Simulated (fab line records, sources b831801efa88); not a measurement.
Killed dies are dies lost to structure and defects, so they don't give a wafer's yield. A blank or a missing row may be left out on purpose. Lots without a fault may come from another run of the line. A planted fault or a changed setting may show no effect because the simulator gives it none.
fab line records | flow sfq_line
record lots=5 wafers=15 last_day=92
route steps=325 shown M5@201 A5B@209 R5@212 I5@228 C5@240 M8@325
lots that met no fault: from a run of the same line without faults
start_h: hours from the record's first day to the start of the lot's first wafer shown | wait_h: hours since the lot's step before | " the same as in the row above | L1.1+2: a row that stands for several wafers | - no value, or no start given | * or withheld: withheld | < > ~ a bound
route shown NAME@n: a module of which the file shows steps, and the number in the route of the first | usual: mean/standard deviation of fault-free wafers | same: alike in all rows | chamber/n: place in a boat | sites: the reading at each site | _std_site: their standard deviation | _edge_site: outer sites' mean less inner sites' | radius_mm: how far each site lies from the wafer's centre | mask NAME#n: copy n | behind: the tool/chamber that last shaped the wafer | hold: why the lot was held/for how many hours/how that ended | device: the transistor (n, p or np) that didn't switch | end of line: the same wafers' tests at the end of the route | a step without rows: its recipe alone | killed: dies lost to structure and defects at the first sort, not the wafer's yield | map: a wafer's dies, x killed, . not, _ none there
set.NAME: the setting as run; set.NAME@STEP: as run at that earlier step | model.NAME: the simulator's own value behind a step, which no gauge read
lots at some steps of the route; a table a step, a row a wafer
services: from which hour (start_h, from the record's first day; less than 0 if before it) a tool's chamber was out of use, for how many hours, and why
## steps
# step SFQ_TRILAYER_M5_LITHO_EXPOSE_124
# recipe mask_id=M5 na=0.6 source_shape=conventional sigma_outer=0.65 target_cd_nm=700 dose_mj=14.4
# step SFQ_TRILAYER_M5_LITHO_PEB_126
# recipe peb_temp_c=115 peb_time_s=60 resist=KrF
# step SFQ_TRILAYER_M5_LITHO_DEVELOP_125
# recipe time_s=60 resist=KrF
# step SFQ_M5_OVL_MEAS_932
# usual M5_OVL=-4/6
# columns lot.wafer tool chamber start_h wait_h M5_OVL[nm]
L597.4 overlay-01 - 1657.42 0.1 6
L597.5 " - " " 13
L597.6 " - " " -2
L599.2 overlay-02 - 1661.01 0.1 -11
L599.3 " - " " -10
L599.5 " - " " -10
L606.2 overlay-01 - 1674.21 0.1 4
L606.3 " - " " 10
L606.5 " - " " 8
L615.2 overlay-01 - 1805.93 0.1 -4
L615.3 " - " " 2
L615.5 " - " " -1
L616.1 overlay-01 - 1808.32 0.1 3
L616.2 " - " " -5
L616.4 " - " " -2
# step SFQ_TRILAYER_M5_BARC_OPEN_METAL_ETCH_161
# recipe mask_material=PR chemistry=O2 target_depth_nm=125 target=BARC icp_w=600 bias_w=80 pressure_mtorr=10 time_s=41.7
# usual drypump_motor_current_A=5.63/0.23 oes_product_au=0.685/0.0047
# columns lot.wafer tool chamber start_h wait_h drypump_motor_current_A oes_product_au rf_hours_counter_h
L597.4 rie_metal-01 0 1657.46 0.0 5.81 0.684 -
L597.5 " 1 " " 5.72 0.675 -
L597.6 " 0 " " 5.80 0.683 -
L599.2 rie_metal-01 0 1661.04 0.0 5.81 0.695 118
L599.3 " 0 " " 5.83 0.683 -
L599.5 " 1 " " 5.69 0.680 -
L606.2 rie_metal-02 0 1674.24 0.0 5.96 0.688 8
L606.3 " 0 " " 5.98 0.676 -
L606.5 " 1 " " 5.74 0.684 -
L615.2 rie_metal-03 0 1805.96 0.0 5.59 0.687 39
L615.3 " 1 " " 5.31 0.684 -
L615.5 " 0 " " 5.59 0.685 -
L616.1 rie_metal-02 0 1808.36 0.0 6.03 0.676 31
L616.2 " 0 " " 6.00 0.684 -
L616.4 " 0 " " 6.02 0.684 -
# step SFQ_TRILAYER_M5_ETCH_METAL_ETCH_126
# recipe target=Nb stop_on=SiO2 mask_material=PR over_etch_frac=0.15 time_s=203.2 chemistry=Cl2/BCl3 target_depth_nm=265 icp_w=600 bias_w=80 pressure_mtorr=10
# step SFQ_TRILAYER_M5_STRIP_STRIP_127
# recipe gas=O2 power_w=200 platen_temp_c=40 overash_fraction=0.65 chemistry=O2 pressure_mtorr=50
# step SFQ_TRILAYER_M5_STRIP_SOLV_CLEAN_128
# recipe chemistry=NMP temp_c=70 time_s=600
# step SFQ_TRILAYER_A5B_DEP_PECVD_129
# recipe material=SiO2 temp_c=150 time_s=133.33 pressure_torr=2.4 rf_w=183.3 precursor=SiH4/N2O target_thk_nm=600
# usual heater_power_w=86/20 throttle_valve_pct=24.9/1.1
# columns lot.wafer tool chamber start_h wait_h heater_power_w since_wet_clean_h throttle_valve_pct
L597.4 pecvd-01 0 1658.53 0.0 47 - 23.7
L597.5 " 2 " " 79 - 25.8
L597.6 " 1 " " 128 - 25.7
L599.2 pecvd-02 0 1662.08 0.0 85 1084 24.1
L599.3 " 2 " " 84 1084 26.1
L599.5 " 2 " " 88 - 25.9
L606.2 pecvd-03 0 1675.27 0.0 62 728 23.7
L606.3 " 0 " " 64 - 24.0
L606.5 " 1 " " 80 - 23.5
L615.2 pecvd-02 2 1806.99 0.0 87 1229 25.8
L615.3 " 1 " " 99 1229 24.4
L615.5 " 0 " " 89 - 24.1
L616.1 pecvd-01 2 1810.42 0.0 85 480 26.6
L616.2 " 1 " " 111 480 25.9
L616.4 " 0 " " 46 - 24.3
# step SFQ_TRILAYER_A5B_CMP_CMP_130
# recipe stop_on=Nb down_force_psi=3 platen_rpm=60 target_thk_nm=340.7
# step SFQ_TRILAYER_A5B_METRO_MEASURE_131
# step SFQ_TRILAYER_R5_DEP_SPUTTER_132
# recipe material=Ti base_pressure_pa=1.33e-06 target_thk_nm=5 power_w=2000 time_s=5 chamber_pressure_pa=0.4
# step SFQ_TRILAYER_R5_DEP_SPUTTER_133
# recipe material=MoNx base_pressure_pa=1.33e-06 target_thk_nm=40 power_w=1000 time_s=66.7 chamber_pressure_pa=0.4
# usual throttle_valve_pct=29.7/0.74
# columns lot.wafer tool chamber start_h wait_h throttle_valve_pct model.MoNx_of_TRILAYER_R5_DEP_SPUTTER_133.thk_nm
L597.4 pvd_sputter-04 - 1662.79 0.0 29.1 39.55
L597.5 " - " " 28.8 39.73
L597.6 " - " " 29.2 39.22
L599.2 pvd_sputter-04 - 1666.39 0.0 28.8 40.89
L599.3 " - " " 30.6 40.72
L599.5 " - " " 29.3 41.09
L606.2 pvd_sputter-04 - 1680.78 0.0 29.2 41.4
L606.3 " - " " 28.8 40.65
L606.5 " - " " 29.3 39.58
L615.2 pvd_sputter-04 - 1811.30 0.0 29.2 40.12
L615.3 " - " " 28.8 40.34
L615.5 " - " " 29.2 39.93
L616.1 pvd_sputter-05 - 1814.73 0.0 29.6 40.52
L616.2 " - " " 30.5 40.28
L616.4 " - " " 28.7 40.15
# step SFQ_TRILAYER_R5_DEP_SPUTTER_134
# recipe material=Ti base_pressure_pa=1.33e-06 target_thk_nm=5 power_w=2000 time_s=5 chamber_pressure_pa=0.4
# step SFQ_R5_RS_MEAS_933
# recipe thk_meas_gauge=four-point-probe reads=Ti_of_TRILAYER_R5_DEP_SPUTTER_134+MoNx_of_TRILAYER_R5_DEP_SPUTTER_133+Ti_of_TRILAYER_R5_DEP_SPUTTER_132
# usual R5_MONX_RS=7.03/0.067
# columns lot.wafer tool chamber start_h wait_h R5_MONX_RS[ohm/sq]
L597.4 film_metro-02 - 1662.93 0.1 7.12
L597.5 " - " " 7.10
L597.6 " - " " 7.17
L599.2 film_metro-01 - 1666.49 0.0 6.92
L599.3 " - " " 6.95
L599.5 " - " " 6.89
L606.2 film_metro-01 - 1680.87 0.0 6.83
L606.3 " - " " 6.96
L606.5 " - " " 7.13
L615.2 film_metro-03 - 1811.39 0.0 7.02
L615.3 " - " " 7.01
L615.5 " - " " 7.06
L616.1 film_metro-01 - 1814.80 0.0 6.99
L616.2 " - " " 7.02
L616.4 " - " " 7.05
# step SFQ_R5_THK_MEAS_934
# recipe thk_meas_gauge=xrf reads=MoNx_of_TRILAYER_R5_DEP_SPUTTER_133
# usual R5_MONX_THK=39.7/0.42
# columns lot.wafer tool chamber start_h wait_h R5_MONX_THK[nm]
L597.4 film_metro-02 - 1663.02 0.1 39.2
L597.5 " - " " 39.3
L597.6 " - " " 38.9
L599.2 film_metro-01 - 1666.60 0.1 40.5
L599.3 " - " " 40.3
L599.5 " - " " 40.8
L606.2 film_metro-01 - 1680.98 0.1 40.8
L606.3 " - " " 40.2
L606.5 " - " " 39.2
L615.2 film_metro-03 - 1811.50 0.1 39.5
L615.3 " - " " 40.0
L615.5 " - " " 39.3
L616.1 film_metro-01 - 1814.92 0.1 40.5
L616.2 " - " " 39.7
L616.4 " - " " 39.9
# step SFQ_TRILAYER_R5_LITHO_COAT_141
# recipe resist=BARC spin_rpm=3000 resist_thk_nm=62
# step SFQ_TRILAYER_R5_LITHO_COAT_136
# recipe resist=KrF spin_rpm=3000 resist_thk_nm=600
# step SFQ_TRILAYER_R5_LITHO_SOFTBAKE_140
# recipe temp_c=withheld time_s=withheld resist=KrF
# step SFQ_TRILAYER_R5_LITHO_EXPOSE_137
# recipe mask_id=R5 na=0.6 source_shape=conventional sigma_outer=0.65 target_cd_nm=500 dose_mj=14.4
# step SFQ_TRILAYER_R5_LITHO_PEB_139
# recipe peb_temp_c=115 peb_time_s=60 resist=KrF
# step SFQ_TRILAYER_R5_LITHO_DEVELOP_138
# recipe time_s=60 resist=KrF
# step SFQ_R5_OVL_MEAS_935
# usual R5_OVL=3/5
# columns lot.wafer tool chamber start_h wait_h R5_OVL[nm]
L597.4 overlay-01 - 1762.96 0.1 7
L597.5 " - " " 12
L597.6 " - " " 2
L599.2 overlay-01 - 1765.35 0.1 2
L599.3 " - " " 3
L599.5 " - " " 5
L606.2 overlay-01 - 1780.95 0.1 -7
L606.3 " - " " -11
L606.5 " - " " -10
L615.2 overlay-02 - 1911.44 0.1 2
L615.3 " - " " 4
L615.5 " - " " 4
L616.1 overlay-01 - 1915.04 0.1 6
L616.2 " - " " 9
L616.4 " - " " 12
# step SFQ_TRILAYER_R5_BARC_OPEN_METAL_ETCH_177
# recipe mask_material=PR chemistry=O2 target_depth_nm=125 target=BARC icp_w=600 bias_w=80 pressure_mtorr=10 time_s=41.7
# step SFQ_TRILAYER_R5_ETCH_METAL_ETCH_139
# recipe stop_on=SiO2 mask_material=PR chemistry=Cl2 target_depth_nm=60 icp_w=600 bias_w=80 pressure_mtorr=10 time_s=40
# step SFQ_TRILAYER_R5_STRIP_STRIP_140
# recipe gas=O2 power_w=200 platen_temp_c=40 overash_fraction=0.65 chemistry=O2 pressure_mtorr=50
# usual drypump_motor_current_A=5.51/0.23 oes_product_au=1.001/0.0066
# columns lot.wafer tool chamber start_h wait_h drypump_motor_current_A oes_product_au rf_hours_counter_h
L597.4 rie_metal-01 1 1763.82 0.6 5.69 0.997 -
L597.5 " 1 " " 5.71 0.998 -
L597.6 " 1 " " 5.71 1.004 -
L599.2 rie_metal-01 1 1765.50 0.0 5.70 0.997 75
L599.3 " 0 " " 5.80 1.006 -
L599.5 " 1 " " 5.70 1.004 -
L606.2 rie_metal-03 1 1781.10 0.0 5.30 1.012 51
L606.3 " 1 " " 5.30 1.009 -
L606.5 " 1 " " 5.28 1.003 -
L615.2 rie_metal-01 0 1911.59 0.0 5.79 0.995 21
L615.3 " 0 " " 5.82 0.999 -
L615.5 " 1 " " 5.70 1.013 -
L616.1 rie_metal-04 0 1915.19 0.0 5.17 0.998 82
L616.2 " 1 " " 5.33 1.001 68
L616.4 " 1 " " 5.30 1.013 -
# step SFQ_TRILAYER_R5_STRIP_SOLV_CLEAN_141
# recipe chemistry=NMP temp_c=70 time_s=600
# step SFQ_TRILAYER_A5C_DEP_PECVD_142
# recipe material=SiO2 temp_c=150 time_s=15.556 pressure_torr=2.4 rf_w=183.3 precursor=SiH4/N2O target_thk_nm=70
# step SFQ_TRILAYER_I5_LITHO_COAT_149
# recipe resist=BARC spin_rpm=3000 resist_thk_nm=62
# step SFQ_TRILAYER_I5_LITHO_COAT_144
# recipe resist=KrF spin_rpm=3000 resist_thk_nm=650
# step SFQ_TRILAYER_I5_LITHO_SOFTBAKE_148
# recipe temp_c=withheld time_s=withheld resist=KrF
# step SFQ_TRILAYER_I5_LITHO_EXPOSE_145
# recipe mask_id=I5 na=0.6 source_shape=conventional sigma_outer=0.65 target_cd_nm=700 dose_mj=21.3
# step SFQ_TRILAYER_I5_LITHO_PEB_147
# recipe peb_temp_c=115 peb_time_s=60 resist=KrF
# step SFQ_TRILAYER_I5_LITHO_DEVELOP_146
# recipe time_s=60 resist=KrF
# step SFQ_I5_OVL_MEAS_936
# usual I5_OVL=3/5.7
# columns lot.wafer tool chamber start_h wait_h I5_OVL[nm]
L597.4 overlay-02 - 1767.86 0.1 5
L597.5 " - " " 5
L597.6 " - " " 4
L599.2 overlay-02 - 1770.25 0.1 3
L599.3 " - " " -4
L599.5 " - " " 2
L606.2 overlay-02 - 1787.93 0.1 13
L606.3 " - " " 2
L606.5 " - " " 1
L615.2 overlay-01 - 2008.77 0.1 10
L615.3 " - " " -5
L615.5 " - " " 3
L616.1 overlay-02 - 2012.36 0.1 3
L616.2 " - " " -3
L616.4 " - " " 2
# step SFQ_TRILAYER_I5_BARC_OPEN_VIA_ETCH_200
# recipe mask_material=PR chemistry=O2 target_depth_nm=125 target=BARC source_w=500 bias_w=80 pressure_mtorr=30 time_s=41.7
# usual drypump_motor_current_A=5.9/0.48 oes_product_au=0.685/0.0045
# columns lot.wafer tool chamber start_h wait_h drypump_motor_current_A oes_product_au rf_hours_counter_h
L597.4 rie_diel-02 0 1767.88 0.0 5.6 0.684 17
L597.5 " 1 " " 4.9 0.685 -
L597.6 " 2 " " 6.0 0.685 -
L599.2 rie_diel-03 3 1770.28 0.0 5.5 0.685 18
L599.3 " 0 " " 6.2 0.676 3
L599.5 " 1 " " 5.9 0.697 -
L606.2 rie_diel-01 3 1787.96 0.0 6.3 0.684 3
L606.3 " 0 " " 5.6 0.689 18
L606.5 " 0 " " 5.5 0.679 -
L615.2 rie_diel-02 0 2008.80 0.0 5.7 0.685 1
L615.3 " 1 " " 4.8 0.689 15
L615.5 " 3 " " 5.2 0.688 -
L616.1 rie_diel-03 1 2012.40 0.0 5.9 0.683 19
L616.2 " 2 " " 6.0 0.687 7
L616.4 " 3 " " 5.5 0.683 21
# step SFQ_TRILAYER_I5_ETCH_VIA_ETCH_147
# recipe stop_on=Nb mask_material=PR chemistry=CHF3 target_depth_nm=360 source_w=500 bias_w=80 pressure_mtorr=30 time_s=withheld
# usual drypump_motor_current_A=5.9/0.47 oes_product_au=0.990/0.0053
# columns lot.wafer tool chamber start_h wait_h drypump_motor_current_A oes_product_au
L597.4 rie_diel-02 0 1767.92 0.0 5.6 0.986
L597.5 " 1 " " 4.8 0.985
L597.6 " 2 " " 6.0 0.991
L599.2 rie_diel-03 3 1770.32 0.0 5.5 0.994
L599.3 " 0 " " 6.2 0.987
L599.5 " 1 " " 5.9 0.994
L606.2 rie_diel-01 3 1788.00 0.0 6.4 0.993
L606.3 " 0 " " 5.6 0.983
L606.5 " 0 " " 5.6 0.982
L615.2 rie_diel-02 0 2008.84 0.0 5.6 0.989
L615.3 " 1 " " 4.9 0.990
L615.5 " 3 " " 5.2 0.987
L616.1 rie_diel-03 1 2012.44 0.0 5.9 0.981
L616.2 " 2 " " 6.1 0.985
L616.4 " 3 " " 5.5 0.979
# step SFQ_TRILAYER_I5_STRIP_STRIP_148
# recipe gas=O2 power_w=200 platen_temp_c=40 overash_fraction=0.65 chemistry=O2 pressure_mtorr=50
# step SFQ_TRILAYER_I5_STRIP_SOLV_CLEAN_149
# recipe chemistry=NMP temp_c=70 time_s=600
# step SFQ_TRILAYER_C5_LITHO_COAT_156
# recipe resist=BARC spin_rpm=3000 resist_thk_nm=62
# step SFQ_TRILAYER_C5_LITHO_COAT_151
# recipe resist=KrF spin_rpm=3000 resist_thk_nm=650
# step SFQ_TRILAYER_C5_LITHO_SOFTBAKE_155
# recipe temp_c=withheld time_s=withheld resist=KrF
# step SFQ_M8_BOW_MEAS_951
# recipe mode=bow
# usual M8_BOW=8/12
# columns lot.wafer tool chamber start_h wait_h M8_BOW[um] model.etest.r5.ohm_um model.etest.c5.link_ohm model.etest.r5.ohm_sq
L597.4 film_metro-04 - 1988.86 0.1 13 14.28 8.077 7.129
L597.5 " - " " 9 14.22 8.051 7.096
L597.6 " - " " 9 14.39 8.142 7.188
L599.2 film_metro-03 - 2000.62 0.0 1 13.84 7.832 6.896
L599.3 " - " " -12 13.81 7.853 6.925
L599.5 " - " " -12 13.74 7.806 6.861
L606.2 film_metro-04 - 2034.24 0.0 21 13.62 7.766 6.81
L606.3 " - " " 7 13.85 7.901 6.936
L606.5 " - " " 8 14.24 8.092 7.123
L615.2 film_metro-01 - 2190.16 0.0 -1 14.03 7.989 7.027
L615.3 " - " " -2 13.97 7.945 6.99
L615.5 " - " " 12 14.08 8.014 7.061
L616.1 film_metro-01 - 2196.13 0.0 20 13.85 7.923 6.959
L616.2 " - " " 21 13.95 7.973 7
L616.4 " - " " 26 13.99 7.98 7.023
## services
# columns tool chamber start_h hours kind
rie_diel-01 2 1638.95 6.6 repair
rie_diel-01 0 1639.29 19.2 repair
rie_diel-01 1 1658.12 2.5 repair
rie_diel-03 1 1667.41 8.3 repair
rie_diel-02 2 1685.83 5.3 repair
rie_metal-01 - 1698.26 0.3 repair
rie_diel-03 - 1703.98 0.3 repair
rie_diel-03 0 1734.23 4.9 repair
rie_diel-03 - 1747.15 2.5 repair
rie_metal-01 - 1767.01 1.8 repair
rie_diel-03 1 1782.30 6.6 repair
rie_diel-03 - 1790.84 3.5 repair
rie_diel-03 1 1801.28 9.4 repair
rie_metal-01 - 1850.55 1.1 repair
rie_diel-03 2 1852.34 8.2 repair
rie_diel-02 0 1870.23 10.4 repair
rie_diel-02 2 1873.80 9.2 repair
pvd_sputter-04 - 1875.46 1.8 repair
rie_diel-03 - 1884.42 0.5 repair
pvd_sputter-04 - 1898.91 5.6 repair
rie_diel-03 - 1903.67 0.5 repair
pvd_sputter-04 - 1905.33 1.7 repair
rie_diel-02 1 1953.39 7.5 repair
rie_diel-02 1 1987.66 1.6 repair
## key
first_sign none at tools or gauges
model_effect step=SFQ_TRILAYER_R5_DEP_SPUTTER_133 value=MoNx_of_TRILAYER_R5_DEP_SPUTTER_133.thk_nm without=39.77 struck=41.4
model_effect step=SFQ_M8_BOW_MEAS_951 value=etest.r5.ohm_um without=14.18 struck=13.62
met_at SFQ_TRILAYER_R5_DEP_SPUTTER_133
struck_wafers L606.2
onset_between 1662.79 1680.78
fault kind=process_parameter_drift tool=pvd_sputter-04 chamber=- onset_h=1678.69 steps=SFQ_TRILAYER_R5_DEP_SPUTTER_133 channel=time_s offset=* shape=step end_h=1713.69 acts_in=* stated=* scope=struck_wafers_only
